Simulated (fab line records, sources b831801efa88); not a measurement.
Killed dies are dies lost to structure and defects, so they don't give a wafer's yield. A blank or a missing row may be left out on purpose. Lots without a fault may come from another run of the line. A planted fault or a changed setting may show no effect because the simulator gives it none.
Problem report in the 8D (eight disciplines) form, filled by code | flow sky130 | the parts of the form that need people (team, actions taken, sign-off) are left out

1. THE PROBLEM
VIA2_HDPCVD_THK at SKY_VIA2_THK_MEAS_01 reads a mean of 357 nm on 3 wafers of 3 lots; wafers without a fault read 1180 nm with a standard deviation of 12. That is -69 standard deviations from the usual mean.
First seen on wafer L538.6, day 38 05:33, on film_metro-01. The record holds 32 wafers of 11 lots with a number at this step. Rule for "out", or "out of limits": more than 4 standard deviations from the usual mean. The other wafers with a number count as sound.

2. WHAT IT IS AND WHAT IT IS NOT
question                    | is                                          | is not
which readings at this step | VIA2_HDPCVD_THK                             | -
which lots                  | L538, L539, L542                            | L530, L532, L547, L548, L550, L551, L552, L553
which wafers of those lots  | L538.6, L539.1, L542.1                      | L538.2, L538.4, L539.5, L542.4, L542.5
read on which gauges        | film_metro-01, film_metro-02, film_metro-04 | -
when                        | from day 38 05:33                           | up to then (8 sound wafers); but 21 sound wafers of L539, L542, L547, L548, L550, L551, L552, L553 came after

3. SUSPECTS, AND WHAT RULES EACH OUT
Counting: a tool at a process step up to the reading stays a suspect if it ran every lot that is out. Sound lots after the first of them don't rule it out here, since some wafers of a struck lot are sound.
- the gauge at SKY_VIA2_THK_MEAS_01: ruled out. The wafers that are out were read on 3 gauges (film_metro-01, film_metro-02, film_metro-04).
- hdpcvd-01 at SKY_VIA2_HDPCVD_00 (deposits SiO2, target thk 1180 nm, time 196.7 s): kept. It ran every lot that is out, first L538 (day 38 05:25); its last sound lot up to then is L532 (day 36 01:45).
Left after counting: hdpcvd-01 at SKY_VIA2_HDPCVD_00.

4. THE CAUSE (what the simulator had put in)
Process parameter drift: hdpcvd-01, from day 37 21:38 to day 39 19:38, at SKY_VIA2_HDPCVD_00. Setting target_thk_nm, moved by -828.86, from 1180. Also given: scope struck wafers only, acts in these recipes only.
Counting left only this tool.

5. THE CHAIN OF EFFECTS, in route order
Each row: a reading whose mean over the struck wafers that have a number lies more than 3 standard deviations from the usual. Only readings for which the record gives a usual standard deviation are gone through. hours: the time from each lot's start at the first step in this table that gives one to its start at this step, as a median over the lots. sigmas: the change in usual standard deviations.
hours | step                 | reading         | usual      | on struck wafers | change | sigmas
0     | SKY_VIA2_THK_MEAS_01 | VIA2_HDPCVD_THK | 1180 nm    | 357              | -823   | -69
26    | SKY_VIA2_ETCH_15     | oes_product_au  | 0.939 a.u. | 0.782            | -0.157 | -33
The process steps in it:
- SKY_VIA2_ETCH_15: etches SiO2 in C4F8/O2/Ar, stops on TiN, target depth 546 nm, time 84 s.

6. WHAT WOULD HAVE CAUGHT IT SOONER
In this record the first reading out of limits at a measuring or inspecting step was taken at day 38 05:33, 8 hours after the fault began at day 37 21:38.
Of the lots that are out (3), L539, L542 began SKY_VIA2_HDPCVD_00 on hdpcvd-01 after day 38 05:33. A hold on the tool at that time would have spared those 2.
